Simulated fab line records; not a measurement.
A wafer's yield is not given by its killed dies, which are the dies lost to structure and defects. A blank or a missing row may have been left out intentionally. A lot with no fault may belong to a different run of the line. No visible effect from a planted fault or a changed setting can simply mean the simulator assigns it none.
Chamber matching || flow sky130 || SKY_VIA3_CMP_02 on cmp-01: 4 sister chambers
The step polishes SiO2. 7 wafers are shown with their chamber, then 9 later ones without.

== WAFERS, EACH WITH ITS CHAMBER ==
{"wafer": "L085.1", "chamber": 3, "motorCurrentA (A)": 10.2, "platenRpm (rpm)": 60.02}
{"wafer": "L085.5", "chamber": 1, "motorCurrentA (A)": 12.0, "platenRpm (rpm)": 60.04}
{"wafer": "L087.2", "chamber": 0, "motorCurrentA (A)": 9.4, "platenRpm (rpm)": 59.94}
{"wafer": "L087.6", "chamber": 3, "motorCurrentA (A)": 10.4, "platenRpm (rpm)": 60.03}
{"wafer": "L089.3", "chamber": 2, "motorCurrentA (A)": 12.8, "platenRpm (rpm)": 60.00}
{"wafer": "L089.5", "chamber": 2, "motorCurrentA (A)": 13.6, "platenRpm (rpm)": 60.04}
{"wafer": "L089.6", "chamber": 1, "motorCurrentA (A)": 11.5, "platenRpm (rpm)": 59.95}

== WAFERS MISSING THEIR CHAMBER ==
{"wafer": "L091.1", "motorCurrentA (A)": 13.2, "platenRpm (rpm)": 60.06}
{"wafer": "L091.2", "motorCurrentA (A)": 10.4, "platenRpm (rpm)": 59.97}
{"wafer": "L091.4", "motorCurrentA (A)": 9.3, "platenRpm (rpm)": 60.03}
{"wafer": "L092.2", "motorCurrentA (A)": 11.8, "platenRpm (rpm)": 60.08}
{"wafer": "L092.4", "motorCurrentA (A)": 9.8, "platenRpm (rpm)": 59.97}
{"wafer": "L092.6", "motorCurrentA (A)": 9.3, "platenRpm (rpm)": 60.01}
{"wafer": "L094.1", "motorCurrentA (A)": 11.8, "platenRpm (rpm)": 59.98}
{"wafer": "L094.3", "motorCurrentA (A)": 10.8, "platenRpm (rpm)": 59.97}
{"wafer": "L094.6", "motorCurrentA (A)": 9.6, "platenRpm (rpm)": 60.04}

== THE CHAMBER EACH PASSED THROUGH ==
{"wafer": "L091.1", "from the rows above": 2, "in truth": 2}
{"wafer": "L091.2", "from the rows above": "can't be placed: 3 or 0", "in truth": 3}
{"wafer": "L091.4", "from the rows above": "can't be placed: 0 or 3", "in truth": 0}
{"wafer": "L092.2", "from the rows above": "can't be placed: 1 or 2 or 3", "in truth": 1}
{"wafer": "L092.4", "from the rows above": "can't be placed: 0 or 3", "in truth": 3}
{"wafer": "L092.6", "from the rows above": "can't be placed: 0 or 3", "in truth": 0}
{"wafer": "L094.1", "from the rows above": 1, "in truth": 1}
{"wafer": "L094.3", "from the rows above": "can't be placed: 3 or 1 or 0", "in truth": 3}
{"wafer": "L094.6", "from the rows above": "can't be placed: 3 or 0", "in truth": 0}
Placed correctly: 2 of 9. Can't be placed from these rows: 7 (the true chamber is among the candidates in 7). Number placed wrongly: 0.
How it was worked out, from the rows above alone: a wafer's distance from a chamber is the root of the sum, over the readings, of the square of ((its reading less the chamber's mean) divided by the reading's scatter). The wafer belongs to the nearest chamber; if the next one is less than 2 further off, it can't be placed. Each chamber's mean is taken over the wafers shown for it. The scatter is the square root of a quotient: the sum, over the shown wafers, of each reading's squared deviation from its chamber's mean, divided by wafers minus chambers.
